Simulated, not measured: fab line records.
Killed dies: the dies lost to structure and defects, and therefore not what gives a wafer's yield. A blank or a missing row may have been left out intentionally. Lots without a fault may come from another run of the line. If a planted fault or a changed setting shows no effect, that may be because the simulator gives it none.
Problem report, 8D (eight disciplines) form, completed by code	flow gf180mcu	the parts of the form that need people (team, actions taken, sign-off) are left out

== 1. THE ISSUE ==
Wafers free of any fault read 1575 (standard deviation 19) for NWELL_TW at GF_NWELL_TW_MEAS_11, against a mean of 1709 on 6 wafers of 2 lots. Measured from the usual mean, that is +7.1 standard deviations.
First seen on wafer L708.3, day 4 06:29, on filmMetro-02. The record has a number at this step for 36 wafers belonging to 12 lots. Rule for "out", or "out of limits": more than 4 standard deviations from the usual mean. Any other wafer with a number is counted as sound.

== 2. WHAT THIS IS AND IS NOT ==
question	is	is not
which readings at this step	NWELL_TW	-
which lots	L708, L710	L705, L706, L707, L715, L720, L721, L722, L723, L724, L727
which wafers of those lots	all that have a number	-
read on which gauges	filmMetro-02	filmMetro-03, filmMetro-04
when	from day 4 06:29	up to then (9 sound wafers); but 21 sound wafers of L715, L720, L721, L722, L723, L724, L727 came after

== 3. SUSPECTS, AND WHAT RULES EACH OUT ==
Counting: any tool at a process step up to the reading is kept as a suspect provided that every lot that is out went through it and no sound lot did after the first of them.
- the gauge at GF_NWELL_TW_MEAS_11 has been ruled out. All the wafers that are out were read on filmMetro-02, but those of them that GF_NWELL_IMPLANT_08 has rows for are out there too, on other tools.
- implanter-02 at GF_NWELL_IMPLANT_08: kept. It processed each lot that is out, first L708 at day 4 06:07, and no sound lot thereafter; up to then, the last sound lot it processed was L706 at day 3 19:36. Out on those wafers are its own readings of doseIonsCm2, faradayCurrentUA.
The count leaves implanter-02 at GF_NWELL_IMPLANT_08.

== 4. THE CAUSE (what the simulator had put in) ==
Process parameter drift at GF_NWELL_IMPLANT_08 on implanter-02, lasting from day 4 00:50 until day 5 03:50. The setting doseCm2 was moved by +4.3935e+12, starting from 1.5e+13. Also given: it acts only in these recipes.
The count eliminated every tool but this one.

== 5. THE CHAIN OF EFFECTS, in route order ==
Each row: a reading whose mean over the struck wafers that have a number lies more than 3 standard deviations from the usual. Readings are gone through only where the record gives a usual standard deviation; hours: the median, over the lots, of the time from a lot's start at the first step in this table giving one to that lot's start at this step; sigmas: the change measured in usual standard deviations.
hours	step	reading	usual	on struck wafers	change	sigmas
0	GF_NWELL_IMPLANT_08	doseIonsCm2	1.5001e+13	1.9382e+13	+4.3813e+12	+99 or more
0	GF_NWELL_IMPLANT_08	faradayCurrentUA	84.5	110.6	+26.1	+15
0	GF_NWELL_TW_MEAS_11	NWELL_TW	1575	1709	+134	+7.1
110	GF_VT_IMPLANT_RS_MEAS_47	NWELL_RS	488.2 ohm/sq	424.7	-63.5	-49
Process steps it contains:
- GF_NWELL_IMPLANT_08
Later measuring or inspecting steps at which every struck wafer that the step has a row for has a number for every such reading, and none has moved that far: GF_NSD_OVL_MEAS_08.

== 6. HOW IT WOULD HAVE BEEN CAUGHT EARLIER ==
Counted from the fault's start at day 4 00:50, it took 6 hours until the first out-of-limits reading at a measuring or inspecting step in this record, taken at day 4 06:29.
At GF_NWELL_IMPLANT_08, the tool's own readings (doseIonsCm2, faradayCurrentUA) were out on each struck wafer the step has a row for, so an alarm limit on them would have fired on the first such wafer.
Of the lots that are out (2), L710 began GF_NWELL_IMPLANT_08 on implanter-02 after day 4 06:29. A hold on the tool at that time would have spared it.
